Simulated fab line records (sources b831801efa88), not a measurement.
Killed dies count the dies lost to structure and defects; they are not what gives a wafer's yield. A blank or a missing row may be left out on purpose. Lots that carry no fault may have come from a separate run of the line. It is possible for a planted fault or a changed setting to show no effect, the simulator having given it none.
What tool caused it? / flow sky130 / 10 lots with 30 wafers sampled at 6 steps, on a route of 708 steps

## WHAT THE GAUGES READ, wafer by wafer
SKY_POLY_GATE_THK_MEAS_01.
lot=L940; measured=day 14 08:53; on=filmMetro-03; POLY_GATE_CVD_00_THK (nm)=180.9 180.3 181.6
lot=L941; measured=day 14 18:01; on=filmMetro-04; POLY_GATE_CVD_00_THK (nm)=180.4 181.4 179.8
lot=L942; measured=day 15 13:34; on=filmMetro-02; POLY_GATE_CVD_00_THK (nm)=181.2 181.4 183.1
lot=L944; measured=day 16 02:47; on=filmMetro-03; POLY_GATE_CVD_00_THK (nm)=178.8 179.7 177.6
lot=L946; measured=day 17 07:41; on=filmMetro-02; POLY_GATE_CVD_00_THK (nm)=181.0 180.8 179.9
lot=L948; measured=day 17 15:23; on=filmMetro-02; POLY_GATE_CVD_00_THK (nm)=181.8 180.3 181.2
lot=L951; measured=day 18 22:00; on=filmMetro-03; POLY_GATE_CVD_00_THK (nm)=181.6 181.0 179.5
lot=L953; measured=day 19 05:05; on=filmMetro-03; POLY_GATE_CVD_00_THK (nm)=179.7 180.7 180.0
lot=L956; measured=day 20 09:08; on=filmMetro-04; POLY_GATE_CVD_00_THK (nm)=144.7 144.9 145.2
lot=L959; measured=day 21 02:22; on=filmMetro-03; POLY_GATE_CVD_00_THK (nm)=179.4 180.9 180.0

SKY_POLY_GATE_THK_MEAS_04.
lot=L940; measured=day 15 12:52; on=filmMetro-04; POLY_GATE_CVD_03_THK (nm)=75.5 74.9 75.7
lot=L941; measured=day 15 21:48; on=filmMetro-03; POLY_GATE_CVD_03_THK (nm)=76.2 76.4 77.0
lot=L942; measured=day 16 19:43; on=filmMetro-02; POLY_GATE_CVD_03_THK (nm)=74.7 74.5 74.6
lot=L944; measured=day 17 07:19; on=filmMetro-03; POLY_GATE_CVD_03_THK (nm)=75.1 74.8 75.2
lot=L946; measured=day 18 16:09; on=filmMetro-02; POLY_GATE_CVD_03_THK (nm)=75.3 75.2 75.3
lot=L948; measured=day 18 23:59; on=filmMetro-04; POLY_GATE_CVD_03_THK (nm)=74.1 74.6 74.3
lot=L951; measured=day 20 06:34; on=filmMetro-03; POLY_GATE_CVD_03_THK (nm)=75.0 75.0 74.8
lot=L953; measured=day 20 14:01; on=filmMetro-02; POLY_GATE_CVD_03_THK (nm)=75.6 75.2 74.9
lot=L956; measured=day 21 17:26; on=filmMetro-02; POLY_GATE_CVD_03_THK (nm)=73.9 73.2 73.5
lot=L959; measured=day 22 11:52; on=filmMetro-04; POLY_GATE_CVD_03_THK (nm)=75.1 75.0 75.0

SKY_LDD_P_TW_MEAS_11.
lot=L940; measured=day 19 08:38; on=filmMetro-01; LDD_P_TW=635 635 631
lot=L941; measured=day 19 22:46; on=filmMetro-04; LDD_P_TW=633 634 633
lot=L942; measured=day 20 21:50; on=filmMetro-04; LDD_P_TW=634 632 636
lot=L944; measured=day 21 05:44; on=filmMetro-04; LDD_P_TW=634 633 630
lot=L946; measured=day 22 16:23; on=filmMetro-02; LDD_P_TW=629 630 629
lot=L948; measured=day 23 02:17; on=filmMetro-02; LDD_P_TW=634 630 635
lot=L951; measured=day 24 06:26; on=filmMetro-04; LDD_P_TW=637 638 634
lot=L953; measured=day 24 14:11; on=filmMetro-02; LDD_P_TW=635 634 633
lot=L956; measured=day 25 15:52; on=filmMetro-02; LDD_P_TW=632 627 630
lot=L959; measured=day 26 10:22; on=filmMetro-04; LDD_P_TW=636 639 637

## TOOL THAT RAN EACH LOT (tool first, then ch and the chambers of the sampled wafers, then the start)
lot=L940; SKY_VT_ADJUST_PCH_STRIP_09=plasmaAsher-02 ch 0,1, day 10 17:52; SKY_POLY_GATE_CVD_00=lpcvd-01 ch 0, day 14 07:41; SKY_POLY_GATE_ETCH_17=rieSi-02 ch 1,2,3, day 16 16:18
lot=L941; SKY_VT_ADJUST_PCH_STRIP_09=plasmaAsher-01 ch 0,1, day 11 01:03; SKY_POLY_GATE_CVD_00=lpcvd-01 ch 0, day 14 16:49; SKY_POLY_GATE_ETCH_17=rieSi-01 ch 0,1, day 17 01:42
lot=L942; SKY_VT_ADJUST_PCH_STRIP_09=plasmaAsher-01 ch 0,1, day 11 15:46; SKY_POLY_GATE_CVD_00=lpcvd-01 ch 1, day 15 12:22; SKY_POLY_GATE_ETCH_17=rieSi-02 ch 0,1,3, day 17 23:15
lot=L944; SKY_VT_ADJUST_PCH_STRIP_09=plasmaAsher-03 ch 0,1, day 12 04:45; SKY_POLY_GATE_CVD_00=lpcvd-01 ch 1, day 16 00:59; SKY_POLY_GATE_ETCH_17=rieSi-01 ch 0,3, day 18 11:29
lot=L946; SKY_VT_ADJUST_PCH_STRIP_09=plasmaAsher-03 ch 0,1, day 12 23:07; SKY_POLY_GATE_CVD_00=lpcvd-01 ch 1, day 17 06:28; SKY_POLY_GATE_ETCH_17=rieSi-01 ch 1,2, day 19 23:03
lot=L948; SKY_VT_ADJUST_PCH_STRIP_09=plasmaAsher-02 ch 0,1, day 13 06:26; SKY_POLY_GATE_CVD_00=lpcvd-01 ch 0, day 17 14:11; SKY_POLY_GATE_ETCH_17=rieSi-02 ch 1,2, day 20 07:53
lot=L951; SKY_VT_ADJUST_PCH_STRIP_09=plasmaAsher-02 ch 0,1, day 14 09:34; SKY_POLY_GATE_CVD_00=lpcvd-01 ch 0, day 18 20:48; SKY_POLY_GATE_ETCH_17=rieSi-01 ch 1,2, day 21 14:18
lot=L953; SKY_VT_ADJUST_PCH_STRIP_09=plasmaAsher-03 ch 0,1, day 14 23:22; SKY_POLY_GATE_CVD_00=lpcvd-01 ch 0, day 19 03:51; SKY_POLY_GATE_ETCH_17=rieSi-02 ch 0,1,2, day 21 21:44
lot=L956; SKY_VT_ADJUST_PCH_STRIP_09=plasmaAsher-03 ch 0,1, day 16 02:04; SKY_POLY_GATE_CVD_00=lpcvd-01 ch 1, day 20 07:19; SKY_POLY_GATE_ETCH_17=rieSi-02 ch 1,2,3, day 23 00:53
lot=L959; SKY_VT_ADJUST_PCH_STRIP_09=plasmaAsher-03 ch 0,1, day 16 20:55; SKY_POLY_GATE_CVD_00=lpcvd-01 ch 0, day 21 00:33; SKY_POLY_GATE_ETCH_17=rieSi-01 ch 1,2,3, day 23 19:00
- SKY_VT_ADJUST_PCH_STRIP_09: strips in O2/N2.
- SKY_POLY_GATE_CVD_00: deposits poly-Si, target thk 180 nm, time 720 s.
- SKY_POLY_GATE_ETCH_17: etches poly-Si in HBr/Cl2, stops on SiO2, target depth 180 nm, time 70.5 s.

## WHAT THE TOOLS THEMSELVES READ (means of the sampled wafers that have a number; where no wafer has one, the mark that the record gives instead)
SKY_VT_ADJUST_PCH_STRIP_09.
lot=L940; tool=plasmaAsher-02; drypumpMotorCurrentA (A)=6.2; oesProductAu (a.u.)=0.724; stripTimeToEndpointS (s)=37.04
lot=L941; tool=plasmaAsher-01; drypumpMotorCurrentA (A)=5.6; oesProductAu (a.u.)=0.723; stripTimeToEndpointS (s)=37.02
lot=L942; tool=plasmaAsher-01; drypumpMotorCurrentA (A)=5.4; oesProductAu (a.u.)=0.725; stripTimeToEndpointS (s)=36.83
lot=L944; tool=plasmaAsher-03; drypumpMotorCurrentA (A)=5.4; oesProductAu (a.u.)=0.723; stripTimeToEndpointS (s)=36.89
lot=L946; tool=plasmaAsher-03; drypumpMotorCurrentA (A)=5.4; oesProductAu (a.u.)=0.718; stripTimeToEndpointS (s)=37.08
lot=L948; tool=plasmaAsher-02; drypumpMotorCurrentA (A)=6.2; oesProductAu (a.u.)=0.725; stripTimeToEndpointS (s)=37.06
lot=L951; tool=plasmaAsher-02; drypumpMotorCurrentA (A)=6.2; oesProductAu (a.u.)=0.723; stripTimeToEndpointS (s)=36.86
lot=L953; tool=plasmaAsher-03; drypumpMotorCurrentA (A)=5.4; oesProductAu (a.u.)=0.723; stripTimeToEndpointS (s)=36.91
lot=L956; tool=plasmaAsher-03; drypumpMotorCurrentA (A)=5.4; oesProductAu (a.u.)=0.724; stripTimeToEndpointS (s)=36.80
lot=L959; tool=plasmaAsher-03; drypumpMotorCurrentA (A)=5.4; oesProductAu (a.u.)=0.728; stripTimeToEndpointS (s)=36.97

SKY_POLY_GATE_CVD_00.
lot=L940; tool=lpcvd-01; spikeTcBottomC (C)=643.0; spikeTcCentreC (C)=622.5; spikeTcLowerC (C)=621.6; spikeTcTopC (C)=640.5; spikeTcUpperC (C)=621.0; susceptorTempC (C)=620.07
lot=L941; tool=lpcvd-01; spikeTcBottomC (C)=643.0; spikeTcCentreC (C)=621.8; spikeTcLowerC (C)=621.1; spikeTcTopC (C)=641.5; spikeTcUpperC (C)=621.5; susceptorTempC (C)=620.28
lot=L942; tool=lpcvd-01; spikeTcBottomC (C)=640.2; spikeTcCentreC (C)=620.4; spikeTcLowerC (C)=621.7; spikeTcTopC (C)=636.9; spikeTcUpperC (C)=619.1; susceptorTempC (C)=619.84
lot=L944; tool=lpcvd-01; spikeTcBottomC (C)=640.6; spikeTcCentreC (C)=621.2; spikeTcLowerC (C)=621.5; spikeTcTopC (C)=636.2; spikeTcUpperC (C)=619.3; susceptorTempC (C)=620.02
lot=L946; tool=lpcvd-01; spikeTcBottomC (C)=638.6; spikeTcCentreC (C)=620.8; spikeTcLowerC (C)=622.8; spikeTcTopC (C)=636.3; spikeTcUpperC (C)=619.8; susceptorTempC (C)=620.09
lot=L948; tool=lpcvd-01; spikeTcBottomC (C)=642.5; spikeTcCentreC (C)=623.8; spikeTcLowerC (C)=620.8; spikeTcTopC (C)=640.1; spikeTcUpperC (C)=620.8; susceptorTempC (C)=620.15
lot=L951; tool=lpcvd-01; spikeTcBottomC (C)=642.8; spikeTcCentreC (C)=621.8; spikeTcLowerC (C)=620.5; spikeTcTopC (C)=641.2; spikeTcUpperC (C)=620.7; susceptorTempC (C)=620.13
lot=L953; tool=lpcvd-01; spikeTcBottomC (C)=642.8; spikeTcCentreC (C)=621.5; spikeTcLowerC (C)=621.6; spikeTcTopC (C)=640.3; spikeTcUpperC (C)=622.4; susceptorTempC (C)=620.02
lot=L956; tool=lpcvd-01; spikeTcBottomC (C)=629.9; spikeTcCentreC (C)=611.2; spikeTcLowerC (C)=612.0; spikeTcTopC (C)=627.6; spikeTcUpperC (C)=611.4; susceptorTempC (C)=610.78
lot=L959; tool=lpcvd-01; spikeTcBottomC (C)=643.3; spikeTcCentreC (C)=622.1; spikeTcLowerC (C)=619.5; spikeTcTopC (C)=641.0; spikeTcUpperC (C)=620.6; susceptorTempC (C)=620.53

SKY_POLY_GATE_ETCH_17.
lot=L940; tool=rieSi-02; HBr_flow_sccm (sccm)=150.5; drypumpMotorCurrentA (A)=5.7; oesProductAu (a.u.)=0.994; throttleValvePct (%)=33.676
lot=L941; tool=rieSi-01; HBr_flow_sccm (sccm)=149.7; drypumpMotorCurrentA (A)=5.8; oesProductAu (a.u.)=0.988; throttleValvePct (%)=33.678
lot=L942; tool=rieSi-02; HBr_flow_sccm (sccm)=150.3; drypumpMotorCurrentA (A)=5.4; oesProductAu (a.u.)=0.995; throttleValvePct (%)=33.692
lot=L944; tool=rieSi-01; HBr_flow_sccm (sccm)=149.8; drypumpMotorCurrentA (A)=5.8; oesProductAu (a.u.)=0.981; throttleValvePct (%)=33.683
lot=L946; tool=rieSi-01; HBr_flow_sccm (sccm)=150.5; drypumpMotorCurrentA (A)=5.7; oesProductAu (a.u.)=0.992; throttleValvePct (%)=33.681
lot=L948; tool=rieSi-02; HBr_flow_sccm (sccm)=149.7; drypumpMotorCurrentA (A)=5.1; oesProductAu (a.u.)=0.993; throttleValvePct (%)=33.694
lot=L951; tool=rieSi-01; HBr_flow_sccm (sccm)=150.2; drypumpMotorCurrentA (A)=5.9; oesProductAu (a.u.)=0.988; throttleValvePct (%)=33.675
lot=L953; tool=rieSi-02; HBr_flow_sccm (sccm)=150.0; drypumpMotorCurrentA (A)=5.0; oesProductAu (a.u.)=0.986; throttleValvePct (%)=33.674
lot=L956; tool=rieSi-02; HBr_flow_sccm (sccm)=150.0; drypumpMotorCurrentA (A)=5.7; oesProductAu (a.u.)=0.851; throttleValvePct (%)=33.693
lot=L959; tool=rieSi-01; HBr_flow_sccm (sccm)=149.8; drypumpMotorCurrentA (A)=5.9; oesProductAu (a.u.)=0.983; throttleValvePct (%)=33.683

## THE ANSWER, worked out from the rows above alone
Rule: the usual values come from the lots themselves. Put in order of their means at a reading, lots are off if they are a third of the lots or fewer, leave a main group of 4 or more, and stand apart from it by a gap of 3 or more times the standard deviation of the main group's means; of several such gaps the widest counts. A main group whose means are all the same, to the digits that the tables above print for the reading, isn't used. A lot without any number at a reading at which 4 lots or more have one is off too. The other lots that the step has rows for count as sound. Order of review: gauges by route order, followed by the tools' own readings, for which a lot's mean as printed above is used. The first step at which some lot is off is used, and at that step the reading that is off furthest; a lot without a number counts as furthest.
Off: at SKY_POLY_GATE_THK_MEAS_01 (POLY_GATE_CVD_00_THK), L956. The main group has a mean of 180.5 nm with a standard deviation of 0.82.
If a tool, at a process step before that reading, ran all the lots that are off and no sound lot after the first of them, it fits. The gauges at SKY_POLY_GATE_THK_MEAS_01 aren't tried: what is off there is off at SKY_POLY_GATE_CVD_00 too, on other tools, and a gauge's error can't cause that. No candidate that was tried fits.

## WHAT WAS PUT IN BY THE SIMULATOR
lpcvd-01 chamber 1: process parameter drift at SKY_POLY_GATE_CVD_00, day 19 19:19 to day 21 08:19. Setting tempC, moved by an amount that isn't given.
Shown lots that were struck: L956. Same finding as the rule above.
